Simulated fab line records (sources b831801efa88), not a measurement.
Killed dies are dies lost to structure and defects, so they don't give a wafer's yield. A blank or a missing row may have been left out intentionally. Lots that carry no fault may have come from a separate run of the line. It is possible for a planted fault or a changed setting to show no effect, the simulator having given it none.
What tool caused it? || flow sky130 || Sampling: 12 lots, 36 wafers, 2 of 708 route steps

## WHAT THE GAUGES SHOWED, per wafer
SKY_DNWELL_TW_MEAS_09.
{"lot": "L075", "measured": "day 3 11:05", "on": "film-metro-01", "DNWELL_TW": "1123 1129 1126"}
{"lot": "L077", "measured": "day 3 19:55", "on": "film-metro-03", "DNWELL_TW": "1111 1113 1109"}
{"lot": "L079", "measured": "day 4 06:51", "on": "film-metro-03", "DNWELL_TW": "1117 1110 1112"}
{"lot": "L081", "measured": "day 4 15:52", "on": "film-metro-03", "DNWELL_TW": "1110 1110 1114"}
{"lot": "L083", "measured": "day 5 05:47", "on": "film-metro-03", "DNWELL_TW": "1106 1106 1098"}
{"lot": "L085", "measured": "day 5 14:35", "on": "film-metro-01", "DNWELL_TW": "1124 1126 1128"}
{"lot": "L087", "measured": "day 6 01:50", "on": "film-metro-02", "DNWELL_TW": "1116 1113 1119"}
{"lot": "L089", "measured": "day 6 11:58", "on": "film-metro-02", "DNWELL_TW": "1104 1108 1107"}
{"lot": "L091", "measured": "day 7 00:12", "on": "film-metro-02", "DNWELL_TW": "1104 1108 1106"}
{"lot": "L093", "measured": "day 7 09:12", "on": "film-metro-02", "DNWELL_TW": "1108 1113 1107"}
{"lot": "L095", "measured": "day 7 20:41", "on": "film-metro-01", "DNWELL_TW": "1128 1117 1120"}
{"lot": "L097", "measured": "day 8 06:08", "on": "film-metro-02", "DNWELL_TW": "1111 1107 1106"}

## TOOL THAT RAN EACH LOT (tool first, then ch and the chambers of the sampled wafers, then the start)
{"lot": "L075", "SKY_FIELD_ISO_ETCH_17": "rie-si-01 ch 1,2,3, day 2 12:38"}
{"lot": "L077", "SKY_FIELD_ISO_ETCH_17": "rie-si-01 ch 0,2,3, day 2 20:30"}
{"lot": "L079", "SKY_FIELD_ISO_ETCH_17": "rie-si-02 ch 0,1,2, day 3 06:17"}
{"lot": "L081", "SKY_FIELD_ISO_ETCH_17": "rie-si-01 ch 0,1,2, day 3 16:21"}
{"lot": "L083", "SKY_FIELD_ISO_ETCH_17": "rie-si-02 ch 0,3, day 4 04:59"}
{"lot": "L085", "SKY_FIELD_ISO_ETCH_17": "rie-si-01 ch 0,1, day 4 14:28"}
{"lot": "L087", "SKY_FIELD_ISO_ETCH_17": "rie-si-01 ch 1,2,3, day 5 01:20"}
{"lot": "L089", "SKY_FIELD_ISO_ETCH_17": "rie-si-01 ch 1,2,3, day 5 10:02"}
{"lot": "L091", "SKY_FIELD_ISO_ETCH_17": "rie-si-02 ch 0,1,3, day 5 21:47"}
{"lot": "L093", "SKY_FIELD_ISO_ETCH_17": "rie-si-01 ch 0,1,3, day 6 07:08"}
{"lot": "L095", "SKY_FIELD_ISO_ETCH_17": "rie-si-01 ch 1,2,3, day 6 17:41"}
{"lot": "L097", "SKY_FIELD_ISO_ETCH_17": "rie-si-01 ch 0,2,3, day 7 04:27"}
- SKY_FIELD_ISO_ETCH_17: etches Si in HBr/Cl2/O2, target depth 342 nm, time 97.7 s.

## THE ANSWER, worked out from the rows above alone
Rule: usual is defined by the lots themselves. Put in order of their means at a reading, lots are off if they are a third of the lots or fewer, leave a main group of 4 or more, and stand apart from it by a gap of 3 or more times the standard deviation of the main group's means; of several such gaps the widest counts. A main group is skipped when, at the precision printed for the reading in the tables above, its means are all equal. A lot without any number at a reading at which 4 lots or more have one is off too. All remaining lots with rows at the step are treated as sound.
Across all readings shown, no lot is off: no conclusion can be drawn from this.

## WHAT THE SIMULATOR HAD INSERTED
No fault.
